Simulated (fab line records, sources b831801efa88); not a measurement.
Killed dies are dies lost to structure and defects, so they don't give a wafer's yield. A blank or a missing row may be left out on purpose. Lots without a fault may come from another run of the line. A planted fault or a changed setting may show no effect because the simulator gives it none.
Problem report in the 8D (eight disciplines) form, filled by code | flow gf180mcu | the parts of the form that need people (team, actions taken, sign-off) are left out

1. THE PROBLEM
bias_w at GF_PASSIVATION_ETCH_11 reads a mean of 126.2 W on 6 wafers of 2 lots; wafers without a fault read 150.0 W with a standard deviation of 0.41. That is -58 standard deviations from the usual mean.
The step: etches the open film in CF4/O2, stops on TiN, target depth 1800 nm, time 400 s.
First seen on wafer L527.2, day 32 17:19, on rie_diel-04. The record holds 42 wafers of 14 lots with a number at this step. Rule for "out", or "out of limits": more than 4 standard deviations from the usual mean. The other wafers with a number count as sound.

2. WHAT IT IS AND WHAT IT IS NOT
question                    | is                     | is not
which readings at this step | bias_w                 | drypump_motor_current_A, throttle_valve_pct
which lots                  | L527, L532             | L513, L516, L517, L518, L519, L521, L522, L523, L524, L533, L535, L536
which wafers of those lots  | all that have a number | -
read on which tools         | rie_diel-04            | rie_diel-01, rie_diel-03
when                        | from day 32 17:19      | up to then (27 sound wafers); but 9 sound wafers of L533, L535, L536 came after

3. SUSPECTS, AND WHAT RULES EACH OUT
Counting: a tool at a process step up to the reading stays a suspect if it ran every lot that is out and no sound lot after the first of them.
- rie_diel-04 at GF_PASSIVATION_ETCH_11 (etches the open film in CF4/O2, stops on TiN, target depth 1800 nm, time 400 s): kept. It ran every lot that is out, first L527 (day 32 17:19), and no sound lot after that; its last sound lot up to then is L524 (day 32 03:49). Its own readings are out on those wafers: bias_w.
Left after counting: rie_diel-04 at GF_PASSIVATION_ETCH_11.

4. THE CAUSE (what the simulator had put in)
Process parameter drift: rie_diel-04, from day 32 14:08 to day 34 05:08, at GF_PASSIVATION_ETCH_11. Setting bias_w, moved by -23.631, from 150. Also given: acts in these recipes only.
Counting left only this tool.

5. THE CHAIN OF EFFECTS, in route order
Each row: a reading whose mean over the struck wafers that have a number lies more than 3 standard deviations from the usual. Only readings for which the record gives a usual standard deviation are gone through. hours: the time from each lot's start at the first step in this table that gives one to its start at this step, as a median over the lots. sigmas: the change in usual standard deviations.
hours | step                   | reading | usual   | on struck wafers | change | sigmas
0     | GF_PASSIVATION_ETCH_11 | bias_w  | 150.0 W | 126.2            | -23.8  | -58
The process steps in it:
- GF_PASSIVATION_ETCH_11: etches the open film in CF4/O2, stops on TiN, target depth 1800 nm, time 400 s.
Later measuring or inspecting steps at which every struck wafer that the step has a row for has a number for every such reading, and none has moved that far: GF_PASSIVATION_BOW_MEAS_14.

6. WHAT WOULD HAVE CAUGHT IT SOONER
In this record the first reading out of limits was taken at day 32 17:19, 3 hours after the fault began at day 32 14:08.
